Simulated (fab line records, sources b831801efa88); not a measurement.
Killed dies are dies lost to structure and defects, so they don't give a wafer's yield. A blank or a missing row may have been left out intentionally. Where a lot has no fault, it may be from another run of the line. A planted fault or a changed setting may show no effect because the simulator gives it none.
One fault through the eyes of 2 desks	flow gf180mcu	numbers are kept per desk, each desk with only its own; the story behind them comes last

AT THE METROLOGY DESK
Means of the sampled wafers that have a number, per lot and without regard to the tool the lot ran on: this is what the gauges read. Marked OUT: a lot whose mean sits more than 4 standard deviations from the usual mean, which makes it out of limits; the brackets give that distance.
Columns: A = cd nm at GF_PSD_CD_MEAS_07, usual 399.3 nm; B = V1_CVD_02_THK at GF_V1_THK_MEAS_03, usual 848 nm; C = M3_ALCU_RS at GF_M3_RS_MEAS_05, usual 0.0697 ohm/sq
lot	first seen here	A	B	C
L602	day 14 23:14	398.5	866	0.0709
L603	day 15 06:13	398.6	846	0.0696
L606	day 16 14:26	397.9	848	0.0705
L607	day 16 20:53	403.9	838	0.0708
L608	day 17 12:16	404.8	843	0.0698
L616	day 19 22:22	401.4	847	0.0697
L617	day 20 07:17	401.3	839	0.0686
L618	day 20 15:11	398.7	849	0.0708
L619	day 21 00:50	396.6	852	0.0686
L621	day 21 13:50	403.5	843	0.0707
L623	day 22 18:37	400.0	842	0.0696
Result from this desk: across the 11 lots, nothing is out of limits.

TOOL OWNER'S DESK, litho track-01
The tool's own readings at GF_PSD_COAT_02 (resist thk 1000 nm): means of the sampled wafers that have a number, for each lot that ran on this tool. Marked OUT: a lot whose mean sits more than 4 standard deviations from the usual mean, which makes it out of limits; the brackets give that distance.
Columns: A = chill plate temp C at GF_PSD_COAT_02, usual 22.98 C; B = spin speed rpm at GF_PSD_COAT_02, usual 2999.9 rpm
lot	first seen here	A	B
L602	day 14 12:04	23.02	3001.9
L607	day 16 09:25	23.06	3323.6 (+99 or more) OUT
L608	day 17 01:02	22.89	3323.3 (+99 or more) OUT
L617	day 19 18:34	23.05	2999.6
This desk's verdict: out of limits on L607, L608, starting with L607 at day 16 09:25 (spin speed rpm at GF_PSD_COAT_02). L602, L617: within limits.

BROUGHT TOGETHER
The tool owner's desk could have raised an alarm at day 16 09:25, on L607, L608.
At the metrology desk, nothing out of limits was observed.
The metrology desk holds a record of L607, L608, inside its limits.
GF_PSD_COAT_02 was run on litho track-01 by each of the lots named.

WHAT THE SIMULATOR HAD PUT IN
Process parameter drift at GF_PSD_COAT_02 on litho track-01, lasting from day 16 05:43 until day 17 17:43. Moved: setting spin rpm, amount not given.
Shown lots that were struck: L607, L608.
Each desk's first reading out of limits, in hours after the fault started: the tool owner's desk, 4.
